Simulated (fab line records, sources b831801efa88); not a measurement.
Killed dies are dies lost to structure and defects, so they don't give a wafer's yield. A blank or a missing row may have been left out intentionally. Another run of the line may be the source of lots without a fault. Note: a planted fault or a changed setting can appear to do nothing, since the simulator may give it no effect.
What tool caused it?    flow sky130    24 lots with 72 wafers sampled at 6 steps, on a route of 708 steps

== WHAT THE GAUGES SHOWED, per wafer ==
No reading from a measuring or inspecting step in the record can be judged against a usual standard deviation.

== TOOL THAT RAN EACH LOT (tool first, then ch and the chambers of the sampled wafers, then the start) ==
lot   SKY_METAL2_SPUTTER_00        SKY_METAL2_METAL_ETCH_19          SKY_METAL3_SPUTTER_03        SKY_METAL3_DESCUM_15              SKY_CAP2M_METAL_ETCH_13           SKY_METAL4_ETCH_17
L074  pvdSputter-03, day 34 07:13  rieMetal-04 ch 0,1, day 35 10:11  pvdSputter-03, day 36 15:50  rieMetal-02 ch 0,1, day 38 20:06  rieMetal-03 ch 0,1, day 41 01:48  rieDiel-01 ch 0,1,2, day 42 02:50
L075  pvdSputter-04, day 34 15:14  rieMetal-03 ch 1, day 35 17:15    pvdSputter-02, day 36 22:10  rieMetal-02 ch 0,1, day 39 01:09  rieMetal-04 ch 0,1, day 41 04:36  rieDiel-03 ch 1,2,3, day 42 05:17
L076  pvdSputter-04, day 35 02:10  rieMetal-02 ch 0, day 36 04:44    pvdSputter-04, day 37 09:44  rieMetal-02 ch 0,1, day 39 12:35  rieMetal-03 ch 0,1, day 41 16:08  rieDiel-01 ch 1,2, day 42 16:30
L077  pvdSputter-03, day 35 08:11  rieMetal-03 ch 1, day 36 10:46    pvdSputter-04, day 37 16:29  rieMetal-02 ch 0,1, day 39 20:12  rieMetal-04 ch 0,1, day 41 23:54  rieDiel-04 ch 0,2,3, day 42 23:37
L078  pvdSputter-01, day 35 09:31  rieMetal-04 ch 0,1, day 36 12:26  pvdSputter-03, day 37 17:15  rieMetal-04 ch 0, day 39 20:34    rieMetal-03 ch 0,1, day 42 00:01  rieDiel-04 ch 2,3, day 42 23:58
L079  pvdSputter-01, day 35 12:35  rieMetal-04 ch 0,1, day 36 15:50  pvdSputter-03, day 37 20:38  rieMetal-01 ch 0,1, day 39 23:31  rieMetal-01 ch 0,1, day 42 02:54  rieDiel-03 ch 1,2, day 43 02:42
L080  pvdSputter-03, day 36 04:55  rieMetal-04 ch 0,1, day 37 07:38  pvdSputter-04, day 38 11:20  rieMetal-01 ch 0,1, day 40 13:40  rieMetal-01 ch 1, day 42 15:33    rieDiel-03 ch 2,3, day 43 15:47
L081  pvdSputter-03, day 36 11:17  rieMetal-03 ch 0, day 37 13:31    pvdSputter-04, day 38 17:49  rieMetal-01 ch 0,1, day 40 19:40  rieMetal-01 ch 0,1, day 42 22:23  rieDiel-01 ch 0,1, day 43 22:26
L082  pvdSputter-01, day 36 11:29  rieMetal-04 ch 0,1, day 37 14:01  pvdSputter-02, day 38 18:58  rieMetal-04 ch 0,1, day 40 20:00  rieMetal-04 ch 0,1, day 42 22:40  rieDiel-03 ch 0,1,3, day 43 22:47
L083  pvdSputter-01, day 36 17:52  rieMetal-02 ch 0,1, day 37 20:39  pvdSputter-04, day 39 00:28  rieMetal-02 ch 0, day 41 02:58    rieMetal-04 ch 0,1, day 43 05:39  rieDiel-04 ch 0,1,2, day 44 04:45
L084  pvdSputter-01, day 37 05:04  rieMetal-03 ch 0, day 38 07:57    pvdSputter-02, day 39 12:05  rieMetal-01 ch 0,1, day 41 13:40  rieMetal-04 ch 0,1, day 43 15:24  rieDiel-01 ch 1,2, day 44 14:52
L085  pvdSputter-03, day 37 10:17  rieMetal-04 ch 0,1, day 38 11:39  pvdSputter-04, day 39 15:35  rieMetal-04 ch 0,1, day 41 15:31  rieMetal-01 ch 0,1, day 43 17:42  rieDiel-03 ch 0,2, day 44 16:51
L086  pvdSputter-01, day 37 22:19  rieMetal-04 ch 0,1, day 38 23:56  pvdSputter-04, day 40 03:56  rieMetal-04 ch 0,1, day 42 04:10  rieMetal-01 ch 0,1, day 44 04:40  rieDiel-03 ch 0,3, day 45 03:55
L087  pvdSputter-01, day 38 04:24  rieMetal-02 ch 0,1, day 39 05:59  pvdSputter-03, day 40 09:52  rieMetal-01 ch 0,1, day 42 10:58  rieMetal-03 ch 0,1, day 44 12:23  rieDiel-04 ch 0,3, day 45 11:11
L088  pvdSputter-03, day 38 10:33  rieMetal-04 ch 0, day 39 12:01    pvdSputter-04, day 40 15:05  rieMetal-01 ch 0,1, day 42 14:25  rieMetal-03 ch 0,1, day 44 14:36  rieDiel-04 ch 0,3, day 45 13:33
L089  pvdSputter-01, day 38 14:32  rieMetal-02 ch 0,1, day 39 15:41  pvdSputter-02, day 40 19:26  rieMetal-01 ch 0,1, day 42 18:37  rieMetal-04 ch 0, day 44 18:09    rieDiel-04 ch 0,3, day 45 16:26
L090  pvdSputter-03, day 38 23:56  rieMetal-04 ch 0, day 40 01:31    pvdSputter-04, day 41 04:37  rieMetal-01 ch 0,1, day 43 03:45  rieMetal-01 ch 0,1, day 45 04:27  rieDiel-03 ch 0,2,3, day 46 02:04
L091  pvdSputter-03, day 39 05:38  rieMetal-02 ch 0,1, day 40 06:48  pvdSputter-02, day 41 09:35  rieMetal-04 ch 1, day 43 09:13    rieMetal-03 ch 0,1, day 45 08:16  rieDiel-01 ch 1,3, day 46 06:06
L092  pvdSputter-01, day 39 23:44  rieMetal-04 ch 0,1, day 41 00:33  pvdSputter-02, day 42 03:20  rieMetal-02 ch 0,1, day 44 01:49  rieMetal-04 ch 0,1, day 46 00:09  rieDiel-03 ch 0,1, day 46 21:47
L093  pvdSputter-01, day 40 05:01  rieMetal-04 ch 0,1, day 41 06:13  pvdSputter-03, day 42 08:28  rieMetal-01 ch 0,1, day 44 07:37  rieMetal-01 ch 0,1, day 46 06:54  rieDiel-01 ch 2,3, day 47 04:28
L094  pvdSputter-03, day 40 06:05  rieMetal-03 ch 0,1, day 41 06:30  pvdSputter-02, day 42 09:01  rieMetal-04 ch 0,1, day 44 08:07  rieMetal-03 ch 0,1, day 46 07:33  rieDiel-04 ch 1,2, day 47 05:28
L095  pvdSputter-04, day 40 11:26  rieMetal-03 ch 0,1, day 41 11:47  pvdSputter-03, day 42 14:46  rieMetal-01 ch 0,1, day 44 13:38  rieMetal-03 ch 0,1, day 46 12:14  rieDiel-04 ch 0,1,2, day 47 09:32
L096  pvdSputter-01, day 40 16:43  rieMetal-02 ch 1, day 41 17:06    pvdSputter-02, day 42 19:52  rieMetal-04 ch 0,1, day 44 21:10  rieMetal-01 ch 0,1, day 46 16:57  rieDiel-03 ch 0,1,3, day 47 14:10
L097  pvdSputter-03, day 41 02:20  rieMetal-03 ch 0,1, day 42 02:49  pvdSputter-02, day 43 04:43  rieMetal-02 ch 0, day 45 03:07    rieMetal-01 ch 0,1, day 46 23:55  rieDiel-01 ch 0,3, day 47 20:08
- SKY_METAL2_SPUTTER_00: material Ti, target thk 15 nm, time 10 s.
- SKY_METAL2_METAL_ETCH_19: etches the open film in Cl2/BCl3, stops on SiO2, target depth 360 nm, time 78 s.
- SKY_METAL3_SPUTTER_03: material Ti, target thk 5 nm, time 3.3 s.
- SKY_METAL3_DESCUM_15: chemistry O2, time 8 s.
- SKY_CAP2M_METAL_ETCH_13: etches TiN in Cl2/BCl3, stops on SiO2, target depth 220 nm, time 62.9 s.
- SKY_METAL4_ETCH_17: etches SiO2 in C4F8/O2/Ar, stops on TiN, time 3.9 s, target depth 15 nm.

== WHAT THE TOOLS THEMSELVES READ (means of the sampled wafers that have a number; where no wafer has one, the mark that the record gives instead) ==
SKY_METAL2_SPUTTER_00. Usual: throttleValvePct at 30.4 %, with a standard deviation of 0.95.
lot   tool           throttleValvePct (%)  flag
L074  pvdSputter-03  30.0                  
L075  pvdSputter-04  29.6                  
L076  pvdSputter-04  30.5                  
L077  pvdSputter-03  29.1                  
L078  pvdSputter-01  31.1                  
L079  pvdSputter-01  30.8                  
L080  pvdSputter-03  29.6                  
L081  pvdSputter-03  29.8                  
L082  pvdSputter-01  31.0                  
L083  pvdSputter-01  30.6                  
L084  pvdSputter-01  31.5                  
L085  pvdSputter-03  29.5                  
L086  pvdSputter-01  31.7                  
L087  pvdSputter-01  31.4                  
L088  pvdSputter-03  30.1                  
L089  pvdSputter-01  30.8                  
L090  pvdSputter-03  30.0                  
L091  pvdSputter-03  30.1                  
L092  pvdSputter-01  30.9                  
L093  pvdSputter-01  31.1                  
L094  pvdSputter-03  29.8                  
L095  pvdSputter-04  29.6                  
L096  pvdSputter-01  30.9                  
L097  pvdSputter-03  29.7                  

SKY_METAL2_METAL_ETCH_19. Usual: drypumpMotorCurrentA 5.77 A, standard deviation 0.22; mfcCl2Sccm 60.01 sccm, standard deviation 0.16; oesProductAu 0.855 a.u., standard deviation 0.0058; rfFwdPowerW 893 W, standard deviation 3.2; throttleValvePct 22.264 %, standard deviation 0.0098.
lot   tool         drypumpMotorCurrentA (A)  mfcCl2Sccm (sccm)  oesProductAu (a.u.)  rfFwdPowerW (W)  throttleValvePct (%)  flag
L074  rieMetal-04  5.60                      60.03              0.859                895              22.263                
L075  rieMetal-03  5.51                      60.05              0.857                891              22.275                
L076  rieMetal-02  6.01                      59.76              0.859                889              22.269                
L077  rieMetal-03  5.46                      60.12              0.852                898              22.267                
L078  rieMetal-04  5.73                      59.89              0.856                896              22.266                
L079  rieMetal-04  5.71                      60.05              0.857                892              22.269                
L080  rieMetal-04  5.57                      59.97              0.853                894              22.259                
L081  rieMetal-03  5.98                      60.12              0.852                893              22.267                
L082  rieMetal-04  5.74                      60.12              0.858                896              22.265                
L083  rieMetal-02  5.98                      59.89              0.855                891              22.259                
L084  rieMetal-03  5.95                      59.95              0.858                892              22.262                
L085  rieMetal-04  5.72                      60.08              0.857                895              22.266                
L086  rieMetal-04  5.72                      59.93              0.858                896              22.270                
L087  rieMetal-02  5.99                      60.02              0.857                892              22.268                
L088  rieMetal-04  5.85                      59.91              0.858                893              22.269                
L089  rieMetal-02  5.91                      59.97              0.855                893              22.265                
L090  rieMetal-04  5.85                      60.23              0.856                896              22.262                
L091  rieMetal-02  5.97                      60.19              0.857                892              22.265                
L092  rieMetal-04  5.71                      60.15              0.847                893              22.267                
L093  rieMetal-04  5.72                      59.78              0.848                896              22.258                
L094  rieMetal-03  5.83                      60.02              0.858                897              22.268                
L095  rieMetal-03  5.80                      60.21              0.852                891              22.266                
L096  rieMetal-02  5.87                      59.98              0.848                890              22.268                
L097  rieMetal-03  5.85                      60.04              0.857                894              22.264                

SKY_METAL3_SPUTTER_03. Usual: throttleValvePct at 29.7 %, with a standard deviation of 0.94.
lot   tool           throttleValvePct (%)  flag
L074  pvdSputter-03  30.7                  
L075  pvdSputter-02  29.6                  
L076  pvdSputter-04  30.5                  
L077  pvdSputter-04  30.5                  
L078  pvdSputter-03  29.7                  
L079  pvdSputter-03  30.2                  
L080  pvdSputter-04  30.9                  
L081  pvdSputter-04  30.8                  
L082  pvdSputter-02  29.3                  
L083  pvdSputter-04  29.7                  
L084  pvdSputter-02  29.4                  
L085  pvdSputter-04  29.6                  
L086  pvdSputter-04  28.6                  
L087  pvdSputter-03  29.6                  
L088  pvdSputter-04  30.7                  
L089  pvdSputter-02  29.6                  
L090  pvdSputter-04  29.6                  
L091  pvdSputter-02  29.7                  
L092  pvdSputter-02  29.9                  
L093  pvdSputter-03  30.2                  
L094  pvdSputter-02  29.7                  
L095  pvdSputter-03  29.6                  
L096  pvdSputter-02  29.3                  
L097  pvdSputter-02  29.4                  

SKY_METAL3_DESCUM_15. Usual: drypumpMotorCurrentA 6.1 A, standard deviation 0.41; oesProductAu 1.004 a.u., standard deviation 0.011; rfFwdPowerW 147.0 W, standard deviation 0.71; tempC 40.00 C, standard deviation 0.11.
lot   tool         drypumpMotorCurrentA (A)  oesProductAu (a.u.)  rfFwdPowerW (W)  tempC (C)  flag
L074  rieMetal-02  5.9                       0.996                146.3            40.08      
L075  rieMetal-02  5.9                       0.995                146.2            40.07      
L076  rieMetal-02  6.0                       0.997                146.3            39.91      
L077  rieMetal-02  6.0                       0.999                146.9            40.00      
L078  rieMetal-04  5.9                       1.009                146.3            39.95      
L079  rieMetal-01  6.6                       1.018                147.1            40.05      
L080  rieMetal-01  6.6                       1.002                147.3            40.03      
L081  rieMetal-01  6.6                       1.011                147.5            40.04      
L082  rieMetal-04  5.8                       1.008                147.4            40.05      
L083  rieMetal-02  6.0                       0.998                146.3            40.00      
L084  rieMetal-01  6.6                       1.017                147.0            39.98      
L085  rieMetal-04  5.6                       1.004                147.9            39.90      
L086  rieMetal-04  5.7                       1.006                147.1            39.99      
L087  rieMetal-01  6.6                       1.008                147.7            39.93      
L088  rieMetal-01  6.5                       1.011                147.3            39.96      
L089  rieMetal-01  6.7                       1.007                147.3            39.89      
L090  rieMetal-01  6.6                       1.008                147.4            40.07      
L091  rieMetal-04  5.5                       0.994                148.1            40.02      
L092  rieMetal-02  6.0                       0.996                146.4            40.04      
L093  rieMetal-01  6.6                       1.011                147.4            40.00      
L094  rieMetal-04  5.6                       1.009                147.8            39.94      
L095  rieMetal-01  6.6                       1.001                146.8            40.07      
L096  rieMetal-04  5.6                       0.997                148.0            39.98      
L097  rieMetal-02  6.1                       1.001                145.9            39.98      

SKY_CAP2M_METAL_ETCH_13. Usual: drypumpMotorCurrentA 6.0 A, standard deviation 0.46; mfcCl2Sccm 60.04 sccm, standard deviation 0.18; oesProductAu 0.938 a.u., standard deviation 0.0073; rfFwdPowerW 893.4 W, standard deviation 2.8; throttleValvePct 21.904 %, standard deviation 0.0093.
lot   tool         drypumpMotorCurrentA (A)  mfcCl2Sccm (sccm)  oesProductAu (a.u.)  rfFwdPowerW (W)  throttleValvePct (%)  flag
L074  rieMetal-03  5.8                       60.03              0.927                891.7            21.913                
L075  rieMetal-04  5.6                       59.78              0.932                898.6            21.900                
L076  rieMetal-03  5.7                       60.10              0.931                892.9            21.904                
L077  rieMetal-04  5.7                       60.09              0.942                893.7            21.908                
L078  rieMetal-03  5.8                       60.08              0.945                895.5            21.897                
L079  rieMetal-01  6.5                       60.01              0.940                893.3            21.910                
L080  rieMetal-01  6.5                       60.23              0.927                892.4            21.909                
L081  rieMetal-01  6.6                       59.93              0.939                890.6            21.904                
L082  rieMetal-04  5.7                       60.01              0.931                890.8            21.909                
L083  rieMetal-04  5.6                       60.02              0.941                894.4            21.903                
L084  rieMetal-04  5.6                       60.02              0.947                896.2            21.904                
L085  rieMetal-01  6.6                       59.82              0.933                894.1            21.910                
L086  rieMetal-01  6.6                       59.99              0.945                892.3            21.896                
L087  rieMetal-03  5.8                       60.07              0.932                892.7            21.909                
L088  rieMetal-03  5.8                       59.86              0.945                891.3            21.894                
L089  rieMetal-04  5.9                       59.92              0.937                891.2            21.901                
L090  rieMetal-01  6.6                       60.25              0.933                895.1            21.906                
L091  rieMetal-03  5.6                       60.10              0.931                895.2            21.907                
L092  rieMetal-04  5.6                       60.19              0.945                895.1            21.899                
L093  rieMetal-01  6.6                       60.10              0.940                892.7            21.904                
L094  rieMetal-03  5.8                       59.92              0.942                890.7            21.893                
L095  rieMetal-03  5.7                       60.04              0.943                894.8            21.904                
L096  rieMetal-01  6.6                       59.93              0.944                894.0            21.903                
L097  rieMetal-01  6.6                       60.06              0.937                892.9            21.911                

SKY_METAL4_ETCH_17. Usual: oesProductAu 0.756 a.u., standard deviation 0.0069; rfFwdPowerW 1466 W, standard deviation 4.9.
lot   tool        oesProductAu (a.u.)  rfFwdPowerW (W)  flag
L074  rieDiel-01  0.750                1470             
L075  rieDiel-03  0.760                1471             
L076  rieDiel-01  0.765                1468             
L077  rieDiel-04  0.752                1467             
L078  rieDiel-04  0.764                1467             
L079  rieDiel-03  0.764                1461             
L080  rieDiel-03  0.753                1466             
L081  rieDiel-01  0.754                1470             
L082  rieDiel-03  0.757                1473             
L083  rieDiel-04  0.758                1466             
L084  rieDiel-01  0.752                1471             
L085  rieDiel-03  0.761                1467             
L086  rieDiel-03  0.752                1466             
L087  rieDiel-04  0.753                1462             
L088  rieDiel-04  0.757                1467             
L089  rieDiel-04  0.753                1466             
L090  rieDiel-03  0.757                1464             
L091  rieDiel-01  0.753                1470             
L092  rieDiel-03  0.748                1468             
L093  rieDiel-01  0.752                1466             
L094  rieDiel-04  0.764                1466             
L095  rieDiel-04  0.754                1464             
L096  rieDiel-03  0.746                1469             
L097  rieDiel-01  0.758                1466             

== THE ANSWER, worked out from the rows above alone ==
Rule: a lot counts as off when the mean over its wafers that have a number is more than 3 standard deviations away from the usual mean. Also off: a lot with no number at a reading for which 4 or more lots have one. Any other lot the step has rows for is counted as sound. Order of review: gauges by route order, followed by the tools' own readings, for which a lot's mean as printed above is used. The first step at which some lot is off is used, and at that step the reading that is off furthest; a lot without a number counts as furthest.
Nothing can be told from this: no lot is off at any reading shown.

== WHAT THE SIMULATOR HAD PUT IN ==
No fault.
